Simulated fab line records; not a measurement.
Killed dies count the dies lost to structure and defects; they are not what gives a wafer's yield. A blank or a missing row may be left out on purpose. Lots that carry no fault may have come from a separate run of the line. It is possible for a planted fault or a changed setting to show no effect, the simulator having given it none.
Code-filled problem report in 8D (eight disciplines) form | flow sky130 | the parts of the form that need people (team, actions taken, sign-off) are left out

1. WHAT WENT WRONG
Mean of killed-at-front-end at SKY_PAD_OPEN_PROBE_99: 66 across 2 wafers in 2 lots; on wafers with no fault it is 14 (standard deviation 4.6). That is +11 standard deviations from the usual mean.
First observed at day 47 16:36: wafer L827.1, on prober-01. Wafers with a number at this step in the record: 15, from 5 lots. By rule, "out" or "out of limits" means more than 4 standard deviations away from the usual mean. The rest of the wafers with a number are treated as sound.

2. WHAT IT IS; WHAT IT IS NOT
question                    | is                   | is not
which readings at this step | killed-at-front-end  | killed_at_M4_up, killed-at-contacts, killed-at-other, killed-open, killed-short
which lots                  | L827, L830           | L819, L821, L836
which wafers of those lots  | L827.1, L830.6       | L827.3, L827.5, L830.1, L830.5
read on which tools         | prober-01, prober-02 | -
when                        | from day 47 16:36    | up to then (6 sound wafers); but 7 sound wafers of L827, L830, L836 came after

3. THE SUSPECTS, EACH WITH WHAT RULES IT OUT
Counting: a tool at a process step up to the reading stays a suspect if it ran every lot that is out. Sound lots after the first of them don't rule it out here, since some wafers of a struck lot are sound.
- rie-si-01 at SKY_POLY_GATE_ETCH_17 (etches poly-Si in HBr/Cl2, stops on SiO2, target depth 180 nm, time 70.5 s): kept. Ran every lot that is out, first one L827 (day 19 09:58); last sound lot up to then L819 (day 17 11:37).
- cmp-01 at SKY_VIA4_CMP_21 (polishes, stops on SiO2, t overpolish 25 s, target thk 0 nm): kept. Ran every lot that is out, first one L827 (day 44 23:02); last sound lot up to then L819 (day 43 12:26).
- Within rie-si-01 at SKY_POLY_GATE_ETCH_17: the wafers that are out ran in chamber 0; their sound lot-mates ran in chambers 1, 2, 3.
Left after counting: rie-si-01 at SKY_POLY_GATE_ETCH_17, cmp-01 at SKY_VIA4_CMP_21.

4. THE CAUSE (what the simulator had put in)
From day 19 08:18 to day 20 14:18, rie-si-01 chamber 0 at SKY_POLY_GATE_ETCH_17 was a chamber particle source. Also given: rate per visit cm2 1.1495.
Counting leaves 2 suspects; this tool is one of them.

5. THE EFFECT CHAIN, in route order
One row per reading whose mean, taken over the struck wafers that have a number, lies over 3 standard deviations from the usual. Readings are gone through only where the record gives a usual standard deviation; hours: the median, over the lots, of the time from a lot's start at the first step in this table giving one to that lot's start at this step; sigmas: the change measured in usual standard deviations.
hours | step                  | reading             | usual | on struck wafers | change | sigmas
0     | SKY_PAD_OPEN_PROBE_99 | killed-at-front-end | 14    | 66               | +52    | +11
0     | SKY_PAD_OPEN_PROBE_99 | killed-dies         | 86    | 130              | +44    | +4.5
Its process steps:
- SKY_PAD_OPEN_PROBE_99

6. WHAT WOULD HAVE CAUGHT IT SOONER
680 hours passed between the start of the fault at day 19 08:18 and the first reading out of limits in this record, taken at day 47 16:36.
An alarm limit of 4 standard deviations would not have fired on the tool readings at SKY_POLY_GATE_ETCH_17 for which the record gives a usual standard deviation, since none of them was out on any struck wafer.
By day 47 16:36, every lot that is out (2) had started SKY_POLY_GATE_ETCH_17 on rie-si-01. Holding the tool at that point would not have protected any of them.
